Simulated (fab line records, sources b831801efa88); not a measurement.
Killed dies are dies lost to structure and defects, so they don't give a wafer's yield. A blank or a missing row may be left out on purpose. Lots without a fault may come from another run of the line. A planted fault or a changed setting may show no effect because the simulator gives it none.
Split-lot experiment | flow gf180mcu | 5 lots, 23 wafers read, on a route of 602 steps

THE SPLIT
At GF_STI_CVD_23 (deposits SiO2, target thk 650 nm, time 108.3 s), the setting sih4_flow_sccm was moved away from the recipe's 60 sccm on 9 of the 23 wafers read, by -9.0% to +8.7%. The other wafers ran this setting at the recipe's value.

The file shows no step between the split and the reading.

THE READING
STI_CVD_23_THK, in nm, at GF_STI_THK_MEAS_24. Fault-free wafers of this fab line usually give 653 nm, standard deviation 5.6 nm.

wafer  | tool, chamber at the split | sih4_flow_sccm as run, sccm | against the recipe | STI_CVD_23_THK, nm | against lot-mates on the recipe
L074.1 | hdpcvd-02, 0               | 57.49                       | -4.2%              | 635                | -22
L074.2 | hdpcvd-02, 2               | 57.49                       | -4.2%              | 637                | -20
L074.3 | hdpcvd-02, 1               | 60                          | recipe             | 655                | -
L074.4 | hdpcvd-02, 1               | 60                          | recipe             | 661                | -
L074.5 | hdpcvd-02, 2               | 60                          | recipe             | 655                | -
L078.1 | hdpcvd-01, 0               | 65.25                       | +8.7%              | 703                | +53
L078.3 | hdpcvd-01, 1               | 60                          | recipe             | 649                | -
L078.4 | hdpcvd-01, 2               | 60                          | recipe             | 651                | -
L078.5 | hdpcvd-01, 0               | 65.25                       | +8.7%              | 702                | +52
L078.6 | hdpcvd-01, 1               | 65.25                       | +8.7%              | 709                | +59
L082.1 | hdpcvd-02, 1               | 62.65                       | +4.4%              | 683                | +23
L082.3 | hdpcvd-02, 0               | 60                          | recipe             | 653                | -
L082.4 | hdpcvd-02, 2               | 62.65                       | +4.4%              | 681                | +21
L082.5 | hdpcvd-02, 0               | 60                          | recipe             | 666                | -
L082.6 | hdpcvd-02, 1               | 60                          | recipe             | 661                | -
L084.1 | hdpcvd-02, 1               | 60                          | recipe             | 662                | -
L084.3 | hdpcvd-02, 2               | 60                          | recipe             | 662                | -
L084.4 | hdpcvd-02, 2               | 54.6                        | -9.0%              | 599                | -63
L084.5 | hdpcvd-02, 1               | 54.6                        | -9.0%              | 602                | -60
L084.6 | hdpcvd-02, 0               | 60                          | recipe             | 663                | -
L085.3 | hdpcvd-01, 1               | 60                          | recipe             | 652                | -
L085.5 | hdpcvd-01, 2               | 60                          | recipe             | 643                | -
L085.6 | hdpcvd-01, 0               | 60                          | recipe             | 646                | -

THE FIT
A straight line over all 23 wafers: STI_CVD_23_THK changes by +5.75 nm for each +1% of sih4_flow_sccm; r = +0.98; the points scatter about the line by 6 nm.
The same after taking each lot's own level away (the mean of its wafers on the recipe; 23 wafers): +6.28 nm for each +1%; r = +0.99; scatter 4.2 nm.
On that fit, the largest move of sih4_flow_sccm shifts the reading by 56 nm.
The lots' own levels span 647.0 to 662.3 nm, that is 2.7 times the standard deviation above.
So the lot-to-lot level changes the slope little: the two slopes agree.
Check: with one of the wafers moved furthest among these (-9.0%) left out of the fit, the line predicts -55.1 nm for it against its lot-mates. It came out at -63.3 nm against them.

OTHER SPLITS ON THESE WAFERS
These wafers also went through other splits before the reading. Each is held against what the fit with the lots' levels taken away leaves over:
other split on the same wafers | wafers away from the commonest value | r with STI_CVD_23_THK (lot level and that fit taken away)
GF_STI_OXIDATION_01 temp_c     | 15                                   | -0.03
GF_STI_COAT_07 resist_thk_nm   | 6                                    | +0.06
GF_STI_ETCH_13 time_s          | 5                                    | -0.14

THE WHOLE CHAIN: every reading that the file lists as answering this split, in the file's order
step               | what it does                                   | reading                                                                    | change (the file's fit)              | r (the file's)
GF_STI_CVD_23      | deposits SiO2, target thk 650 nm, time 108.3 s | SiO2_of_STI_CVD_23.thk_nm (the simulator's own value, which no gauge read) | +6.31 nm for each +1% of the setting | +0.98
GF_STI_THK_MEAS_24 |                                                | STI_CVD_23_THK                                                             | +6.31 for each +1% of the setting    | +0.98

THE FILE'S OWN FIT
STI_CVD_23_THK changes by +6.31 nm for each +1% of sih4_flow_sccm, r = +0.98.
